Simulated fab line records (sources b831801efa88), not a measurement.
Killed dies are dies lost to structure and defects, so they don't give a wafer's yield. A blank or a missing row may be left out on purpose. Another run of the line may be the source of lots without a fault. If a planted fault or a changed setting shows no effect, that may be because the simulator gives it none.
2 desks looking at one fault / flow sky130 / what lay behind the numbers comes last; until then each desk has only its own

FOR THE TOOL OWNER'S DESK: rieMetal-04
The tool's own readings at SKY_LOCAL_INTERCONNECT_METAL_ETCH_14 (etches TiN in Cl2/BCl3, stops on PSG, target depth 110 nm, time 31.4 s): means of the sampled wafers that have a number, for each lot that ran on this tool. If a lot's mean is further than 4 standard deviations from the usual mean, the lot is out of limits and carries the mark OUT (the distance appears in the brackets).
Columns: A = bcl3FlowSccm at SKY_LOCAL_INTERCONNECT_METAL_ETCH_14, usual 30.01 sccm; B = drypumpMotorCurrentA at SKY_LOCAL_INTERCONNECT_METAL_ETCH_14, usual 5.9 A; C = mfcCl2Sccm at SKY_LOCAL_INTERCONNECT_METAL_ETCH_14, usual 59.99 sccm; D = oesProductAu at SKY_LOCAL_INTERCONNECT_METAL_ETCH_14, usual 0.939 a.u.; E = throttleValvePct at SKY_LOCAL_INTERCONNECT_METAL_ETCH_14, usual 21.902 %
lot=L372; first seen here=day 32 02:13; A=30.06; B=5.9; C=59.95; D=0.940; E=21.903
lot=L384; first seen here=day 35 13:26; A=30.06; B=5.6; C=60.22; D=0.907 (-4.3) OUT; E=21.921
lot=L388; first seen here=day 36 19:59; A=30.05; B=6.5; C=60.30; D=0.896 (-5.8) OUT; E=21.934
Finding of this desk: L384, L388 out of limits; the first was L384 at day 35 13:26, on oesProductAu at SKY_LOCAL_INTERCONNECT_METAL_ETCH_14. Within limits: L372.

THE METROLOGY DESK
What the gauges read for every lot (on any tool): the sampled wafers with a number, averaged. If a lot's mean is further than 4 standard deviations from the usual mean, the lot is out of limits and carries the mark OUT (the distance appears in the brackets).
Columns: A = LOCAL_INTERCONNECT_TIN_THK at SKY_LOCAL_INTERCONNECT_THK_MEAS_02, usual 98.7 nm; B = cdNm at SKY_LOCAL_INTERCONNECT_CD_MEAS_11, usual 170.7 nm; C = LOCAL_INTERCONNECT_OVL at SKY_LOCAL_INTERCONNECT_OVL_MEAS_12, usual 2 nm
lot=L370; first seen here=day 30 06:52; A=100.5; B=169.9; C=-1
lot=L372; first seen here=day 30 23:08; A=100.2; B=171.3; C=6
lot=L384; first seen here=day 34 10:09; A=97.4; B=170.9; C=1
lot=L388; first seen here=day 35 16:31; A=97.9; B=171.2; C=0
lot=L390; first seen here=day 36 04:22; A=99.0; B=170.7; C=-1
lot=L391; first seen here=day 36 13:07; A=97.6; B=170.2; C=2
This desk found nothing out of limits on any of the 6 lots.

TAKEN TOGETHER
The tool owner's desk could have raised an alarm at day 35 13:26, on L384, L388.
At the metrology desk, nothing out of limits was observed.
The metrology desk has L384, L388 on record, within its limits.
SKY_LOCAL_INTERCONNECT_METAL_ETCH_14 was run on rieMetal-04 by each of the lots named.

WHAT THE SIMULATOR PUT IN
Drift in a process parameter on rieMetal-04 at SKY_LOCAL_INTERCONNECT_METAL_ETCH_14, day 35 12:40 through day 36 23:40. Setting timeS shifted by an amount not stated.
Lots struck among those shown: L384, L388.
Time in hours from fault onset to the first out-of-limits reading at each desk: the tool owner's desk, 1.
